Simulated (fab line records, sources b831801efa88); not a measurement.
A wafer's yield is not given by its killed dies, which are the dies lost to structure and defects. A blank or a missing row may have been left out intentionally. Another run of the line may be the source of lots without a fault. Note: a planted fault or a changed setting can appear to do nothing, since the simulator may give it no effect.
Chamber matching || flow sky130 || rie-si-01 running SKY_FIELD_ISO_ETCH_17: 4 sister chambers
The step etches Si in HBr/Cl2/O2, target depth 342 nm, time 97.7 s. 27 wafers are shown with their chamber, then 12 later ones without.

WAFERS PAIRED WITH THEIR CHAMBERS
{"wafer": "L074.1", "chamber": 0, "drypump-motor-current-A (A)": 4.8, "oes-product-au (a.u.)": 1.008, "throttle-valve-pct (%)": 25.660}
{"wafer": "L074.3", "chamber": 1, "drypump-motor-current-A (A)": 6.2, "oes-product-au (a.u.)": 0.993, "throttle-valve-pct (%)": 25.652}
{"wafer": "L074.4", "chamber": 2, "drypump-motor-current-A (A)": 5.3, "oes-product-au (a.u.)": 0.990, "throttle-valve-pct (%)": 25.677}
{"wafer": "L076.3", "chamber": 3, "drypump-motor-current-A (A)": 5.6, "oes-product-au (a.u.)": 0.999, "throttle-valve-pct (%)": 25.673}
{"wafer": "L076.4", "chamber": 0, "drypump-motor-current-A (A)": 4.7, "oes-product-au (a.u.)": 1.010, "throttle-valve-pct (%)": 25.640}
{"wafer": "L076.6", "chamber": 3, "drypump-motor-current-A (A)": 5.6, "oes-product-au (a.u.)": 0.989, "throttle-valve-pct (%)": 25.675}
{"wafer": "L078.1", "chamber": 2, "drypump-motor-current-A (A)": 5.3, "oes-product-au (a.u.)": 0.991, "throttle-valve-pct (%)": 25.667}
{"wafer": "L078.4", "chamber": 0, "drypump-motor-current-A (A)": 4.7, "oes-product-au (a.u.)": 1.012, "throttle-valve-pct (%)": 25.643}
{"wafer": "L078.5", "chamber": 2, "drypump-motor-current-A (A)": 5.3, "oes-product-au (a.u.)": 0.998, "throttle-valve-pct (%)": 25.662}
{"wafer": "L080.4", "chamber": 0, "drypump-motor-current-A (A)": 4.8, "oes-product-au (a.u.)": 1.017, "throttle-valve-pct (%)": 25.651}
{"wafer": "L080.5", "chamber": 2, "drypump-motor-current-A (A)": 5.3, "oes-product-au (a.u.)": 0.992, "throttle-valve-pct (%)": 25.657}
{"wafer": "L080.6", "chamber": 1, "drypump-motor-current-A (A)": 6.2, "oes-product-au (a.u.)": 1.010, "throttle-valve-pct (%)": 25.661}
{"wafer": "L081.1", "chamber": 3, "drypump-motor-current-A (A)": 5.6, "oes-product-au (a.u.)": 0.997, "throttle-valve-pct (%)": 25.659}
{"wafer": "L081.2", "chamber": 2, "drypump-motor-current-A (A)": 5.3, "oes-product-au (a.u.)": 0.987, "throttle-valve-pct (%)": 25.666}
{"wafer": "L081.3", "chamber": 1, "drypump-motor-current-A (A)": 6.2, "oes-product-au (a.u.)": 1.001, "throttle-valve-pct (%)": 25.639}
{"wafer": "L082.1", "chamber": 3, "drypump-motor-current-A (A)": 5.6, "oes-product-au (a.u.)": 0.997, "throttle-valve-pct (%)": 25.663}
{"wafer": "L082.3", "chamber": 0, "drypump-motor-current-A (A)": 4.8, "oes-product-au (a.u.)": 1.015, "throttle-valve-pct (%)": 25.653}
{"wafer": "L082.6", "chamber": 3, "drypump-motor-current-A (A)": 5.6, "oes-product-au (a.u.)": 0.998, "throttle-valve-pct (%)": 25.663}
{"wafer": "L083.1", "chamber": 0, "drypump-motor-current-A (A)": 4.8, "oes-product-au (a.u.)": 1.012, "throttle-valve-pct (%)": 25.638}
{"wafer": "L083.2", "chamber": 1, "drypump-motor-current-A (A)": 6.2, "oes-product-au (a.u.)": 1.012, "throttle-valve-pct (%)": 25.651}
{"wafer": "L083.6", "chamber": 3, "drypump-motor-current-A (A)": 5.5, "oes-product-au (a.u.)": 0.997, "throttle-valve-pct (%)": 25.672}
{"wafer": "L084.1", "chamber": 0, "drypump-motor-current-A (A)": 4.7, "oes-product-au (a.u.)": 1.021, "throttle-valve-pct (%)": 25.638}
{"wafer": "L084.3", "chamber": 1, "drypump-motor-current-A (A)": 6.1, "oes-product-au (a.u.)": 1.020, "throttle-valve-pct (%)": 25.636}
{"wafer": "L084.4", "chamber": 2, "drypump-motor-current-A (A)": 5.3, "oes-product-au (a.u.)": 1.001, "throttle-valve-pct (%)": 25.651}
{"wafer": "L087.1", "chamber": 1, "drypump-motor-current-A (A)": 6.2, "oes-product-au (a.u.)": 1.006, "throttle-valve-pct (%)": 25.676}
{"wafer": "L087.2", "chamber": 0, "drypump-motor-current-A (A)": 4.7, "oes-product-au (a.u.)": 1.010, "throttle-valve-pct (%)": 25.639}
{"wafer": "L087.6", "chamber": 3, "drypump-motor-current-A (A)": 5.5, "oes-product-au (a.u.)": 0.994, "throttle-valve-pct (%)": 25.663}

SIGNATURES, as means of the wafers listed above
{"reading": "drypump-motor-current-A", "chamber 0": 4.750, "chamber 1": 6.183, "chamber 2": 5.300, "chamber 3": 5.571, "scatter within a chamber": 0.043}
{"reading": "oes-product-au", "chamber 0": 1.01313, "chamber 1": 1.00700, "chamber 2": 0.99317, "chamber 3": 0.99586, "scatter within a chamber": 0.0058}
{"reading": "throttle-valve-pct", "chamber 0": 25.64525, "chamber 1": 25.65250, "chamber 2": 25.66333, "chamber 3": 25.66686, "scatter within a chamber": 0.0098}
Rule: distance of a wafer from a chamber = root of the sum over the readings of ((wafer's reading minus chamber's mean) / reading's scatter) squared. The wafer belongs to the nearest chamber; if the next one is less than 2 further off, it can't be placed. The scatter: take each reading less its chamber's mean, square it, sum over the shown wafers, divide by the number of wafers less the number of chambers, and take the root.

WAFERS WITHOUT THEIR CHAMBER
{"wafer": "L091.3", "drypump-motor-current-A (A)": 5.6, "oes-product-au (a.u.)": 0.993, "throttle-valve-pct (%)": 25.656}
{"wafer": "L091.4", "drypump-motor-current-A (A)": 6.2, "oes-product-au (a.u.)": 1.015, "throttle-valve-pct (%)": 25.660}
{"wafer": "L091.5", "drypump-motor-current-A (A)": 5.5, "oes-product-au (a.u.)": 0.992, "throttle-valve-pct (%)": 25.658}
{"wafer": "L092.2", "drypump-motor-current-A (A)": 5.3, "oes-product-au (a.u.)": 0.994, "throttle-valve-pct (%)": 25.671}
{"wafer": "L092.3", "drypump-motor-current-A (A)": 4.8, "oes-product-au (a.u.)": 1.009, "throttle-valve-pct (%)": 25.644}
{"wafer": "L092.5", "drypump-motor-current-A (A)": 4.7, "oes-product-au (a.u.)": 1.010, "throttle-valve-pct (%)": 25.649}
{"wafer": "L094.2", "drypump-motor-current-A (A)": 6.1, "oes-product-au (a.u.)": 1.004, "throttle-valve-pct (%)": 25.659}
{"wafer": "L094.4", "drypump-motor-current-A (A)": 5.5, "oes-product-au (a.u.)": 0.998, "throttle-valve-pct (%)": 25.663}
{"wafer": "L094.6", "drypump-motor-current-A (A)": 4.8, "oes-product-au (a.u.)": 1.024, "throttle-valve-pct (%)": 25.641}
{"wafer": "L096.1", "drypump-motor-current-A (A)": 5.6, "oes-product-au (a.u.)": 0.985, "throttle-valve-pct (%)": 25.663}
{"wafer": "L096.4", "drypump-motor-current-A (A)": 5.3, "oes-product-au (a.u.)": 0.994, "throttle-valve-pct (%)": 25.646}
{"wafer": "L096.5", "drypump-motor-current-A (A)": 6.2, "oes-product-au (a.u.)": 1.001, "throttle-valve-pct (%)": 25.652}

EACH ONE'S CHAMBER
{"wafer": "L091.3", "from the rows above": 3, "in truth": 3}
{"wafer": "L091.4", "from the rows above": 1, "in truth": 1}
{"wafer": "L091.5", "from the rows above": 3, "in truth": 3}
{"wafer": "L092.2", "from the rows above": 2, "in truth": 2}
{"wafer": "L092.3", "from the rows above": 0, "in truth": 0}
{"wafer": "L092.5", "from the rows above": 0, "in truth": 0}
{"wafer": "L094.2", "from the rows above": 1, "in truth": 1}
{"wafer": "L094.4", "from the rows above": 3, "in truth": 3}
{"wafer": "L094.6", "from the rows above": 0, "in truth": 0}
{"wafer": "L096.1", "from the rows above": 3, "in truth": 3}
{"wafer": "L096.4", "from the rows above": 2, "in truth": 2}
{"wafer": "L096.5", "from the rows above": 1, "in truth": 1}
Correctly placed: 12 of 12. From these rows, 0 cannot be placed. Wrongly placed: 0.
